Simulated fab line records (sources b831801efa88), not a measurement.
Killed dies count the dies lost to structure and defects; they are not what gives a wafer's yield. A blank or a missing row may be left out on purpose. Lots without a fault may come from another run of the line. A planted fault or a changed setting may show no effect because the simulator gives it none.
Which tool did it? || flow gf180mcu || route of 602 steps, sampled at 1 step: 6 lots, 18 wafers

== WHAT EACH GAUGE READ, for each wafer ==
GF_STI_THK_MEAS_04.
{"lot": "L894", "measured": "day 1 18:34", "on": "film-metro-04", "STI_CVD_03_THK (nm)": "203.4 203.2 205.3"}
{"lot": "L898", "measured": "day 2 14:37", "on": "film-metro-02", "STI_CVD_03_THK (nm)": "204.5 203.9 205.0"}
{"lot": "L901", "measured": "day 3 06:29", "on": "film-metro-04", "STI_CVD_03_THK (nm)": "203.8 203.3 204.8"}
{"lot": "L903", "measured": "day 3 15:44", "on": "film-metro-04", "STI_CVD_03_THK (nm)": "210.4 210.4 209.6"}
{"lot": "L913", "measured": "day 5 19:18", "on": "film-metro-03", "STI_CVD_03_THK (nm)": "209.5 211.4 208.7"}
{"lot": "L916", "measured": "day 6 08:34", "on": "film-metro-02", "STI_CVD_03_THK (nm)": "210.5 210.6 210.8"}

== EACH LOT AND THE TOOL THAT RAN IT (in order: tool; ch and the chambers of the sampled wafers; start) ==
Before these readings, the record contains no process step.

== THE ANSWER, worked out from the rows above alone ==
Rule: usual is defined by the lots themselves. The widest of any qualifying gaps counts: lots, ordered by their means at a reading, are off when they make up no more than a third of the lots, leave a main group of 4 or more, and stand apart from it by 3 or more times the standard deviation of that group's means. Not used: any main group whose means are identical at the precision the tables above print for the reading. A lot without any number at a reading at which 4 lots or more have one is off too. The other lots that the step has rows for count as sound.
Nothing can be told from this: no lot is off at any reading shown.

== WHAT THE SIMULATOR PUT IN ==
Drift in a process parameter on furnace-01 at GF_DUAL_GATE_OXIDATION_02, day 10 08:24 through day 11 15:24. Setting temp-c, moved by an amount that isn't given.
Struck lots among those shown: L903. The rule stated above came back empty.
